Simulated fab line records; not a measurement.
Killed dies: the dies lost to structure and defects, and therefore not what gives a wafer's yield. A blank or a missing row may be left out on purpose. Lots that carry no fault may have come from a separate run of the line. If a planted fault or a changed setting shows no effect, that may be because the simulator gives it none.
fab line records -- flow sky130
[record] lots = 7, wafers = 21, lastDay = 49
route steps=708 shown PWDE@46 NWELL@56
lots with no fault: from the same line, run without faults
startH: start of the lot's first displayed wafer, in hours after the record's first day -- waitH: hours elapsed since this lot's preceding step -- " unchanged from the row above -- L1.1+2: a row that stands for several wafers -- - either no value or no given start -- * or withheld: withheld -- < > ~ a bound
route shown NAME@n: names a module that has steps shown in the file, with the first one's number in the route -- usual: mean/standard deviation of fault-free wafers -- same: alike in all rows -- chamber/n: place in a boat -- sites: readings site by site -- _std_site: their standard deviation -- _edge_site: inner sites' mean taken away from outer sites' mean -- radiusMm: how far each site lies from the wafer's centre -- mask NAME#n: copy n -- behind: the last tool/chamber to shape the wafer -- hold: the reason the lot was held/the length of the hold in hours/how it ended -- device: transistor that didn't switch, given as n, p or np -- end of line: the route-end tests of the same wafers -- a step given without rows: its recipe and nothing more -- killed: dies lost to structure and defects at the first sort, not the wafer's yield -- map: per-die view of a wafer (x killed, . not killed, _ where there is no die)
set.NAME: the setting as run; set.NAME@STEP: as run at that earlier step -- model.NAME: the simulator's own value behind a step, which no gauge read
a table for each step, a row for each wafer; lots at some steps of the route
services: the hour from which a tool's chamber was out of use, counted from the record's first day as startH (under 0 if before that day), plus the number of hours and why
[[steps]]
[step SKY_PWDE_HMDS_01]
[recipe] primeTimeS = 60, primeTempC = 120
[step SKY_PWDE_COAT_02]
[recipe] spinRpm = 2000, resistThkNm = 3000
[step SKY_PWDE_SOFTBAKE_03]
[recipe] tempC = 110, timeS = withheld
[step SKY_PWDE_EXPOSE_04]
[recipe] maskId = PWDEM, na = 0.6, sourceShape = conventional, sigmaOuter = 0.6, polarization = unpolarized, targetCdNm = 840, doseMj = 214
[step SKY_PWDE_PEB_05]
[recipe] tempC = 115, timeS = withheld
[step SKY_PWDE_DEVELOP_06]
[recipe] wallAngleDeg = 90, developer = TMAH, developTimeS = 60, devTempC = 23
[step SKY_PWDE_OVL_MEAS_07]
[usual] PWDE_OVL = -0.4/1.5
lot.wafer,tool,chamber,startH,waitH,PWDE_OVL[nm]
L600.1,overlay-01,-,105.18,-,-1.1
L600.2,overlay-01,-,105.18,-,-2.3
L600.3,overlay-01,-,105.18,-,-1.7
L605.1,overlay-02,-,132.78,-,-2.7
L605.2,overlay-02,-,132.78,-,-1.6
L605.4,overlay-02,-,132.78,-,-3.9
L607.1,overlay-01,-,145.88,-,0.9
L607.3,overlay-01,-,145.88,-,1.2
L607.5,overlay-01,-,145.88,-,0.4
L608.1,overlay-02,-,148.60,-,-0.3
L608.2,overlay-02,-,148.60,-,-0.9
L608.5,overlay-02,-,148.60,-,-0.9
L609.1,overlay-02,-,152.65,-,-2.5
L609.4,overlay-02,-,152.65,-,-0.2
L609.6,overlay-02,-,152.65,-,-1.3
L613.2,overlay-01,-,175.29,-,-1.5
L613.5,overlay-01,-,175.29,-,-0.6
L613.6,overlay-01,-,175.29,-,-0.6
L614.3,overlay-02,-,181.91,-,-1.7
L614.5,overlay-02,-,181.91,-,-3.0
L614.6,overlay-02,-,181.91,-,-2.4
[step SKY_PWDE_IMPLANT_08]
[recipe] species = B, energyKev = 150, doseCm2 = 3.6e+12, tiltDeg = withheld
[step SKY_PWDE_STRIP_09]
[recipe] chemistry = O2/N2, powerW = 1400, pressureMtorr = 1500, platenTempC = withheld, o2FlowSccm = 3000, n2FlowSccm = 300, overashFraction = 0.5
[usual] drypumpMotorCurrentA = 5.7/0.73, oesProductAu = 0.722/0.0047, stripTimeToEndpointS = 36.95/0.12
lot.wafer,tool,chamber,startH,waitH,drypumpMotorCurrentA,oesProductAu,rfHoursCounterH,stripTimeToEndpointS
L600.1,plasmaAsher-04,0,105.37,0.1,5.1,0.719,44,37.09
L600.2,plasmaAsher-04,1,105.37,0.1,6.7,0.726,44,36.91
L600.3,plasmaAsher-04,0,105.37,0.1,5.1,0.715,-,37.03
L605.1,plasmaAsher-03,1,132.97,0.1,5.3,0.722,0,37.00
L605.2,plasmaAsher-03,0,132.97,0.1,6.2,0.720,0,37.05
L605.4,plasmaAsher-03,1,132.97,0.1,5.3,0.722,-,37.02
L607.1,plasmaAsher-04,0,146.07,0.1,5.2,0.726,49,36.89
L607.3,plasmaAsher-04,0,146.07,0.1,5.2,0.720,-,36.87
L607.5,plasmaAsher-04,1,146.07,0.1,6.7,0.727,-,36.81
L608.1,plasmaAsher-04,1,148.79,0.1,6.7,0.724,49,36.95
L608.2,plasmaAsher-04,0,148.79,0.1,5.1,0.719,49,36.91
L608.5,plasmaAsher-04,1,148.79,0.1,6.7,0.724,-,36.90
L609.1,plasmaAsher-04,1,152.84,0.1,6.7,0.722,50,36.92
L609.4,plasmaAsher-04,1,152.84,0.1,6.7,0.729,-,37.01
L609.6,plasmaAsher-04,1,152.84,0.1,6.7,0.704,-,37.00
L613.2,plasmaAsher-04,1,175.47,0.1,6.7,0.721,52,36.89
L613.5,plasmaAsher-04,1,175.47,0.1,6.7,0.721,-,36.81
L613.6,plasmaAsher-04,0,175.47,0.1,5.1,0.719,-,36.88
L614.3,plasmaAsher-03,1,182.12,0.1,5.3,0.720,-,36.81
L614.5,plasmaAsher-03,0,182.12,0.1,6.2,0.721,-,36.84
L614.6,plasmaAsher-03,1,182.12,0.1,5.3,0.720,-,36.77
[step SKY_PWDE_TW_MEAS_10]
[usual] PWDE_TW = 375/3.4
lot.wafer,tool,chamber,startH,waitH,PWDE_TW
L600.1,filmMetro-01,-,105.47,0.1,376
L600.2,filmMetro-01,-,105.47,0.1,378
L600.3,filmMetro-01,-,105.47,0.1,376
L605.1,filmMetro-01,-,133.07,0.1,376
L605.2,filmMetro-01,-,133.07,0.1,378
L605.4,filmMetro-01,-,133.07,0.1,377
L607.1,filmMetro-03,-,146.17,0.1,368
L607.3,filmMetro-03,-,146.17,0.1,370
L607.5,filmMetro-03,-,146.17,0.1,370
L608.1,filmMetro-04,-,148.89,0.1,381
L608.2,filmMetro-04,-,148.89,0.1,379
L608.5,filmMetro-04,-,148.89,0.1,383
L609.1,filmMetro-01,-,152.94,0.1,377
L609.4,filmMetro-01,-,152.94,0.1,373
L609.6,filmMetro-01,-,152.94,0.1,376
L613.2,filmMetro-04,-,175.58,0.1,378
L613.5,filmMetro-04,-,175.58,0.1,377
L613.6,filmMetro-04,-,175.58,0.1,378
L614.3,filmMetro-03,-,182.21,0.1,371
L614.5,filmMetro-03,-,182.21,0.1,372
L614.6,filmMetro-03,-,182.21,0.1,371
[step SKY_NWELL_DEHYDRATE_03]
[recipe] tempC = 200, timeS = 60
[step SKY_NWELL_HMDS_04]
[recipe] primeTimeS = 60, primeTempC = 120
[step SKY_NWELL_COAT_05]
[recipe] spinRpm = 2000, resistThkNm = 3000
[usual] chillPlateTempC = 22.98/0.11, dispensePressureKPa = 48.0/0.41, exhaustPa = 45.1/1
lot.wafer,tool,chamber,startH,waitH,chillPlateTempC,dispensePressureKPa,exhaustPa
L600.1,lithoTrack-01,0,114.00,0.1,23.16,48.2,44.5
L600.2,lithoTrack-01,0,114.00,0.1,23.12,48.2,43.6
L600.3,lithoTrack-01,0,114.00,0.1,23.02,48.2,43.8
L605.1,lithoTrack-02,0,141.86,0.1,23.04,48.5,43.6
L605.2,lithoTrack-02,0,141.86,0.1,23.06,48.5,44.1
L605.4,lithoTrack-02,0,141.86,0.1,23.05,48.5,44.8
L607.1,lithoTrack-01,-,155.95,0.1,-,-,-
L607.3,lithoTrack-01,-,155.95,0.1,-,-,-
L607.5,lithoTrack-01,-,155.95,0.1,-,-,-
L608.1,lithoTrack-01,-,158.15,0.1,-,-,-
L608.2,lithoTrack-01,-,158.15,0.1,-,-,-
L608.5,lithoTrack-01,-,158.15,0.1,-,-,-
L609.1,lithoTrack-01,-,162.40,0.1,-,-,-
L609.4,lithoTrack-01,-,162.40,0.1,-,-,-
L609.6,lithoTrack-01,-,162.40,0.1,-,-,-
L613.2,lithoTrack-02,0,185.94,0.1,22.88,48.5,45.5
L613.5,lithoTrack-02,0,185.94,0.1,23.01,48.5,44.1
L613.6,lithoTrack-02,0,185.94,0.1,22.98,48.5,45.2
L614.3,lithoTrack-04,0,192.73,0.1,23.05,47.5,45.0
L614.5,lithoTrack-04,0,192.73,0.1,23.12,47.5,44.9
L614.6,lithoTrack-04,0,192.73,0.1,23.07,47.5,44.9
[step SKY_NWELL_SOFTBAKE_06]
[recipe] tempC = 110, timeS = withheld
[step SKY_NWELL_EXPOSE_07]
[recipe] maskId = NWM, na = 0.6, sourceShape = conventional, sigmaOuter = 0.6, polarization = unpolarized, targetCdNm = 840, doseMj = 255
[step SKY_NWELL_PEB_08]
[recipe] tempC = 115, timeS = withheld
[step SKY_NWELL_DEVELOP_09]
[recipe] wallAngleDeg = 90, developer = TMAH, developTimeS = 60, devTempC = 23
[step SKY_NWELL_OVL_MEAS_10]
[usual] NWELL_00_OVL = -0.3/1.4
lot.wafer,tool,chamber,startH,waitH,NWELL_00_OVL[nm]
L600.1,overlay-02,-,122.76,-,-0.6
L600.2,overlay-02,-,122.76,-,-2.2
L600.3,overlay-02,-,122.76,-,-2.1
L605.1,overlay-02,-,152.28,-,-0.6
L605.2,overlay-02,-,152.28,-,0.6
L605.4,overlay-02,-,152.28,-,-1.0
L607.1,overlay-02,-,165.81,-,-
L607.3,overlay-02,-,165.81,-,-
L607.5,overlay-02,-,165.81,-,-
L608.1,overlay-01,-,168.48,-,-
L608.2,overlay-01,-,168.48,-,-
L608.5,overlay-01,-,168.48,-,-
L609.1,overlay-01,-,173.76,-,-
L609.4,overlay-01,-,173.76,-,-
L609.6,overlay-01,-,173.76,-,-
L613.2,overlay-01,-,197.19,-,1.7
L613.5,overlay-01,-,197.19,-,2.0
L613.6,overlay-01,-,197.19,-,-0.1
L614.3,overlay-02,-,203.81,-,-0.6
L614.5,overlay-02,-,203.81,-,-0.5
L614.6,overlay-02,-,203.81,-,1.0
[step SKY_NWELL_IMPLANT_11]
[recipe] species = P, energyKev = 400, doseCm2 = 1.9e+13, tiltDeg = withheld
[step SKY_NWELL_IMPLANT_12]
[recipe] species = P, energyKev = 120, doseCm2 = 1.3e+12, tiltDeg = withheld
[step SKY_NWELL_IMPLANT_13]
[recipe] species = P, energyKev = 50, doseCm2 = 7e+11, tiltDeg = withheld
[step SKY_NWELL_STRIP_14]
[recipe] chemistry = O2/N2, powerW = 1400, pressureMtorr = 1500, platenTempC = withheld, o2FlowSccm = 3000, n2FlowSccm = 300, overashFraction = 0.5
[usual] drypumpMotorCurrentA = 5.5/0.57, oesProductAu = 0.723/0.0044, stripTimeToEndpointS = 36.94/0.095
lot.wafer,tool,chamber,startH,waitH,drypumpMotorCurrentA,oesProductAu,rfHoursCounterH,stripTimeToEndpointS
L600.1,plasmaAsher-01,1,123.25,0.1,5.2,0.722,44,36.97
L600.2,plasmaAsher-01,0,123.25,0.1,4.8,0.720,44,36.94
L600.3,plasmaAsher-01,1,123.25,0.1,5.2,0.722,-,36.85
L605.1,plasmaAsher-03,0,152.77,0.1,6.2,0.716,2,36.86
L605.2,plasmaAsher-03,1,152.77,0.1,5.3,0.729,2,36.87
L605.4,plasmaAsher-03,0,152.77,0.1,6.2,0.722,-,36.88
L607.1,plasmaAsher-01,1,166.30,0.1,5.2,-,48,-
L607.3,plasmaAsher-01,1,166.30,0.1,5.2,-,-,-
L607.5,plasmaAsher-01,1,166.30,0.1,5.2,-,-,-
L608.1,plasmaAsher-02,0,168.97,0.1,5.8,-,34,-
L608.2,plasmaAsher-02,1,168.97,0.1,6.5,-,34,-
L608.5,plasmaAsher-02,0,168.97,0.1,5.8,-,-,-
L609.1,plasmaAsher-01,0,174.25,0.1,4.9,-,49,-
L609.4,plasmaAsher-01,0,174.25,0.1,4.9,-,-,-
L609.6,plasmaAsher-01,0,174.25,0.1,4.8,-,-,-
L613.2,plasmaAsher-03,0,197.67,0.1,6.2,0.720,7,36.97
L613.5,plasmaAsher-03,0,197.67,0.1,6.2,0.723,-,37.07
L613.6,plasmaAsher-03,1,197.67,0.1,5.3,0.726,-,36.98
L614.3,plasmaAsher-03,1,204.32,0.1,5.3,0.726,-,36.82
L614.5,plasmaAsher-03,1,204.32,0.1,5.3,0.725,-,36.91
L614.6,plasmaAsher-03,0,204.32,0.1,6.2,0.717,-,36.92
[step SKY_NWELL_TW_MEAS_15]
[usual] NWELL_TW = 1826/17
lot.wafer,tool,chamber,startH,waitH,NWELL_TW
L600.1,filmMetro-03,-,123.35,0.1,1808
L600.2,filmMetro-03,-,123.35,0.1,1792
L600.3,filmMetro-03,-,123.35,0.1,1790
L605.1,filmMetro-04,-,152.87,0.1,1849
L605.2,filmMetro-04,-,152.87,0.1,1858
L605.4,filmMetro-04,-,152.87,0.1,1850
L607.1,filmMetro-01,-,166.40,0.1,1832
L607.3,filmMetro-01,-,166.40,0.1,1838
L607.5,filmMetro-01,-,166.40,0.1,1829
L608.1,filmMetro-01,-,169.07,0.1,1812
L608.2,filmMetro-01,-,169.07,0.1,1825
L608.5,filmMetro-01,-,169.07,0.1,1819
L609.1,filmMetro-03,-,174.35,0.1,1807
L609.4,filmMetro-03,-,174.35,0.1,1801
L609.6,filmMetro-03,-,174.35,0.1,1810
L613.2,filmMetro-03,-,197.78,0.1,1802
L613.5,filmMetro-03,-,197.78,0.1,1801
L613.6,filmMetro-03,-,197.78,0.1,1794
L614.3,filmMetro-04,-,204.41,0.1,1833
L614.5,filmMetro-04,-,204.41,0.1,1839
L614.6,filmMetro-04,-,204.41,0.1,1840
[step SKY_NWELL_DEHYDRATE_16]
[recipe] tempC = 200, timeS = 60
[step SKY_NWELL_HMDS_17]
[recipe] primeTimeS = 60, primeTempC = 120
[step SKY_NWELL_COAT_18]
[recipe] spinRpm = 2000, resistThkNm = 3000
[step SKY_NWELL_SOFTBAKE_19]
[recipe] tempC = 110, timeS = withheld
[step SKY_NWELL_EXPOSE_20]
[recipe] maskId = NWM_COMPLEMENT, na = 0.6, sourceShape = conventional, sigmaOuter = 0.6, polarization = unpolarized, targetCdNm = 840, doseMj = 260
[step SKY_NWELL_PEB_21]
[recipe] tempC = 115, timeS = withheld
[step SKY_NWELL_DEVELOP_22]
[recipe] wallAngleDeg = 90, developer = TMAH, developTimeS = 60, devTempC = 23
[step SKY_NWELL_OVL_MEAS_23]
[usual] NWELL_01_OVL = -0.2/1.1
lot.wafer,tool,chamber,startH,waitH,NWELL_01_OVL[nm]
L600.1,overlay-02,-,142.56,-,-0.6
L600.2,overlay-02,-,142.56,-,-0.4
L600.3,overlay-02,-,142.56,-,-1.0
L605.1,overlay-01,-,173.45,-,0.1
L605.2,overlay-01,-,173.45,-,0.9
L605.4,overlay-01,-,173.45,-,0.4
L607.1,overlay-02,-,187.96,-,1.3
L607.3,overlay-02,-,187.96,-,0.8
L607.5,overlay-02,-,187.96,-,0.6
L608.1,overlay-02,-,190.18,-,-0.6
L608.2,overlay-02,-,190.18,-,-0.6
L608.5,overlay-02,-,190.18,-,-1.3
L609.1,overlay-01,-,195.46,-,-2.2
L609.4,overlay-01,-,195.46,-,-2.9
L609.6,overlay-01,-,195.46,-,-1.1
L613.2,overlay-02,-,220.26,-,-2.0
L613.5,overlay-02,-,220.26,-,-0.8
L613.6,overlay-02,-,220.26,-,-0.2
L614.3,overlay-02,-,226.55,-,-1.6
L614.5,overlay-02,-,226.55,-,0.6
L614.6,overlay-02,-,226.55,-,-1.5
[step SKY_NWELL_IMPLANT_24]
[recipe] species = B, energyKev = 140, doseCm2 = 9.2e+12, tiltDeg = withheld
[step SKY_NWELL_STRIP_25]
[recipe] chemistry = O2/N2, powerW = 1400, pressureMtorr = 1500, platenTempC = withheld, o2FlowSccm = 3000, n2FlowSccm = 300, overashFraction = 0.5
[usual] drypumpMotorCurrentA = 5.6/0.58, oesProductAu = 0.722/0.0045, stripTimeToEndpointS = 36.96/0.098
lot.wafer,tool,chamber,startH,waitH,drypumpMotorCurrentA,oesProductAu,rfHoursCounterH,stripTimeToEndpointS
L600.1,plasmaAsher-03,1,142.75,0.1,5.3,0.724,1,36.85
L600.2,plasmaAsher-03,0,142.75,0.1,6.2,0.728,1,36.73
L600.3,plasmaAsher-03,1,142.75,0.1,5.3,0.721,-,36.86
L605.1,plasmaAsher-02,0,173.64,0.1,5.8,0.729,35,36.98
L605.2,plasmaAsher-02,1,173.64,0.1,6.5,0.720,35,36.89
L605.4,plasmaAsher-02,1,173.64,0.1,6.5,0.727,-,36.92
L607.1,plasmaAsher-03,1,188.15,0.1,5.3,0.721,6,37.03
L607.3,plasmaAsher-03,1,188.15,0.1,5.3,0.725,-,36.99
L607.5,plasmaAsher-03,1,188.15,0.1,5.3,0.719,-,37.03
L608.1,plasmaAsher-03,0,190.37,0.1,6.2,0.718,6,36.91
L608.2,plasmaAsher-03,1,190.37,0.1,5.3,0.730,6,36.93
L608.5,plasmaAsher-03,0,190.37,0.1,6.2,0.730,-,36.92
L609.1,plasmaAsher-02,1,195.65,0.1,6.5,0.718,35,36.82
L609.4,plasmaAsher-02,0,195.65,0.1,5.8,0.713,-,36.88
L609.6,plasmaAsher-02,0,195.65,0.1,5.8,0.716,-,36.95
L613.2,plasmaAsher-02,0,220.44,0.1,5.8,0.731,38,36.80
L613.5,plasmaAsher-02,1,220.44,0.1,6.5,0.722,-,36.98
L613.6,plasmaAsher-02,0,220.44,0.1,5.8,0.715,-,36.91
L614.3,plasmaAsher-02,1,226.75,0.1,6.5,0.717,-,36.84
L614.5,plasmaAsher-02,1,226.75,0.1,6.5,0.720,-,36.79
L614.6,plasmaAsher-02,0,226.75,0.1,5.8,0.717,-,36.83
[step SKY_NWELL_TW_MEAS_26]
[usual] NWELL_2_TW = 498/5
lot.wafer,tool,chamber,startH,waitH,NWELL_2_TW
L600.1,filmMetro-04,-,142.85,0.1,505
L600.2,filmMetro-04,-,142.85,0.1,501
L600.3,filmMetro-04,-,142.85,0.1,505
L605.1,filmMetro-01,-,173.74,0.1,498
L605.2,filmMetro-01,-,173.74,0.1,497
L605.4,filmMetro-01,-,173.74,0.1,499
L607.1,filmMetro-04,-,188.25,0.1,1842
L607.3,filmMetro-04,-,188.25,0.1,1839
L607.5,filmMetro-04,-,188.25,0.1,1854
L608.1,filmMetro-04,-,190.47,0.1,1848
L608.2,filmMetro-04,-,190.47,0.1,1855
L608.5,filmMetro-04,-,190.47,0.1,1838
L609.1,filmMetro-03,-,195.75,0.1,1813
L609.4,filmMetro-03,-,195.75,0.1,1811
L609.6,filmMetro-03,-,195.75,0.1,1816
L613.2,filmMetro-03,-,220.55,0.1,494
L613.5,filmMetro-03,-,220.55,0.1,491
L613.6,filmMetro-03,-,220.55,0.1,496
L614.3,filmMetro-03,-,226.84,0.1,498
L614.5,filmMetro-03,-,226.84,0.1,497
L614.6,filmMetro-03,-,226.84,0.1,494
[step SKY_NWELL_CLEAN_27]
[recipe] chemistry = SC1/SC2, mix = 1:4:20, tempC = 70, timeS = 150, dry = n2Spin
[[services]]
tool,chamber,startH,hours,kind
plasmaAsher-03,-,92.47,28.1,pm
plasmaAsher-01,-,95.61,7.7,repair
plasmaAsher-03,-,120.57,9.0,pm
plasmaAsher-03,0,120.57,9.0,ventCycle
plasmaAsher-03,1,120.57,9.0,ventCycle
plasmaAsher-03,0,129.57,-,clean
plasmaAsher-03,1,129.57,-,clean
plasmaAsher-01,-,148.70,0.9,repair
lithoTrack-04,-,167.26,-,consumableReplace:filter
plasmaAsher-02,-,180.28,14.6,pm
plasmaAsher-01,-,203.24,1.8,repair
[[key]]
[firstSign] step = SKY_NWELL_COAT_05, reading = toolRecord, direction = missing
[effect] step = SKY_NWELL_OVL_MEAS_10, reading = NWELL_00_OVL, direction = missing
[effect] step = SKY_NWELL_TW_MEAS_26, reading = NWELL_2_TW, direction = up, sigmas = 99+, usual = 498, struck = 1835
metAt SKY_NWELL_COAT_05
struckWafers L607.1,L607.3,L607.5,L608.1,L608.2,L608.5,L609.1,L609.4,L609.6
sortLeftOut L607.1,L607.3,L607.5,L608.1,L608.2,L608.5,L609.1,L609.4,L609.6
testerLeftOut L607,L608,L609
onsetBetween 114.00 155.95
[fault] kind = skippedStepWhole, tool = lithoTrack-01, chamber = -, onsetH = 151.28, steps = SKY_NWELL_COAT_05, scope = struckLotsOnly
// testerLeftOut: of these lots the tester's yield and bins aren't shown, on N5 and GAA mostly nor the transistor test; their killed dies are dies lost to structure and defects alone, not to doping, threshold or leakage, so they don't give the yield
// sortLeftOut: the simulated sort isn't trusted on such a fault, so these wafers' sort isn't shown, and their yield isn't known
